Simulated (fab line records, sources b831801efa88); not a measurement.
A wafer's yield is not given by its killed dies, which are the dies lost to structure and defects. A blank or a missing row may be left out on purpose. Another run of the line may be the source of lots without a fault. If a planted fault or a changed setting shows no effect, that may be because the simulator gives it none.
The same fault as seen by 2 desks ; flow gf180mcu ; numbers are kept per desk, each desk with only its own; the story behind them comes last

THE METROLOGY DESK
Means of the sampled wafers that have a number, per lot and without regard to the tool the lot ran on: this is what the gauges read. Any lot whose mean is over 4 standard deviations away from the usual mean is out of limits and marked OUT; that distance is given in the brackets.
Columns: A = V5_W_RS at GF_V5_RS_MEAS_24, usual 0.326 ohm/sq; B = V5_W_THK at GF_V5_THK_MEAS_25, usual 347 nm; C = PASSIVATION_CVD_02_THK at GF_PASSIVATION_THK_MEAS_03, usual 697 nm
lot;first seen here;A;B;C
L880;day 28 00:37;0.322;359;699
L879;day 28 04:59;0.323;351;700
L883;day 28 07:30;0.317;353;692
L884;day 28 08:16;0.325;347;694
L885;day 28 13:34;0.331;339;698
L887;day 29 03:34;0.330;338;707
L889;day 29 20:09;0.548 (+41) OUT;208 (-21) OUT;700
L892;day 30 17:20;0.439 (+21) OUT;274 (-11) OUT;695
L893;day 30 19:56;0.409 (+15) OUT;296 (-7.7) OUT;705
L895;day 31 13:46;0.319;354;696
L900;day 32 22:11;0.321;356;699
L902;day 33 06:22;0.323;344;694
This desk finds L889, L892, L893 out of limits, with the earliest case on L889 at day 29 20:09 (V5_W_RS at GF_V5_RS_MEAS_24). Within limits: L880, L879, L883, L884, L885, L887, L895, L900, L902.

AT THE TOOL OWNER'S DESK: cvd-w-01
The tool's own readings at GF_V5_CVD_23 (deposits W, target thk 350 nm, time 104.9 s): means of the sampled wafers that have a number, for each lot that ran on this tool. Any lot whose mean is over 4 standard deviations away from the usual mean is out of limits and marked OUT; that distance is given in the brackets.
Columns: A = heater-power-w at GF_V5_CVD_23, usual 894 W
lot;first seen here;A
L885;day 28 13:27;955
L887;day 29 03:20;1018
L889;day 29 20:01;1011
L892;day 30 17:13;1036
L893;day 30 19:49;899
This desk's finding: nothing out of limits on any of the 5 lots.

ALL TOGETHER
The metrology desk could have raised an alarm at day 29 20:09, on L889, L892, L893.
Nothing out of limits was seen by the tool owner's desk.
On record at the tool owner's desk: L889, L892, L893, within its limits.
GF_V5_CVD_23 was run on cvd-w-01 by each of the lots named.

WHAT HAD BEEN PUT IN BY THE SIMULATOR
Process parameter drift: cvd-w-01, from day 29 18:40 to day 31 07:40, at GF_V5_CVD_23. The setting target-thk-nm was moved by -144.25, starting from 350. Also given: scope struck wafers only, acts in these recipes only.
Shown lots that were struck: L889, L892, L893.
Time in hours between the start of the fault and the first out-of-limits reading at each desk: metrology desk, 1.
